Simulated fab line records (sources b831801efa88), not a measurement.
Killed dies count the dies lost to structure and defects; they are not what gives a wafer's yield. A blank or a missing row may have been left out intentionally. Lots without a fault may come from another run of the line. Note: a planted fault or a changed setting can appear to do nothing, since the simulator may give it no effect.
Matching of chambers / flow gf180mcu / 4 sister chambers for GF_STI_ETCH_14 on rie si-02
The step etches Si in HBr/Cl2/O2, target depth 360 nm, time 102.9 s. 4 wafers are shown with their chamber, then 8 later ones without.

## EACH WAFER AND ITS CHAMBER
wafer=L796.5; chamber=0; drypump motor current A (A)=5.9
wafer=L798.4; chamber=2; drypump motor current A (A)=5.5
wafer=L798.5; chamber=1; drypump motor current A (A)=5.5
wafer=L807.2; chamber=3; drypump motor current A (A)=5.3

## WAFERS WHOSE CHAMBER IS MISSING
wafer=L807.3; drypump motor current A (A)=5.5
wafer=L807.6; drypump motor current A (A)=5.5
wafer=L809.1; drypump motor current A (A)=5.5
wafer=L809.3; drypump motor current A (A)=5.9
wafer=L809.6; drypump motor current A (A)=5.4
wafer=L811.1; drypump motor current A (A)=5.5
wafer=L811.3; drypump motor current A (A)=5.9
wafer=L811.4; drypump motor current A (A)=5.5

## WHICH CHAMBER EACH ONE RAN IN
wafer=L807.3; from the rows above=can't be placed: 1 or 2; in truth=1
wafer=L807.6; from the rows above=can't be placed: 1 or 2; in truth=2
wafer=L809.1; from the rows above=can't be placed: 1 or 2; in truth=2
wafer=L809.3; from the rows above=0; in truth=0
wafer=L809.6; from the rows above=can't be placed: 1 or 2 or 3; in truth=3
wafer=L811.1; from the rows above=can't be placed: 1 or 2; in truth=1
wafer=L811.3; from the rows above=0; in truth=0
wafer=L811.4; from the rows above=can't be placed: 1 or 2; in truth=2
Placed correctly: 2 of 8. Not placeable from these rows: 6 (in 6, the candidates include the true chamber). 0 placed wrongly.
How it was worked out, from the rows above alone: a wafer's distance from a chamber is the root of the sum, over the readings, of the square of ((its reading less the chamber's mean) divided by the reading's scatter). If the next closest chamber is less than 2 further off than the closest, the wafer can't be placed; otherwise it belongs to the closest. For every chamber, the mean is computed from those of its wafers that are shown. The scatter: with one shown wafer a chamber, the root of the mean of the squares of how far each hidden wafer lies from its nearest shown one.
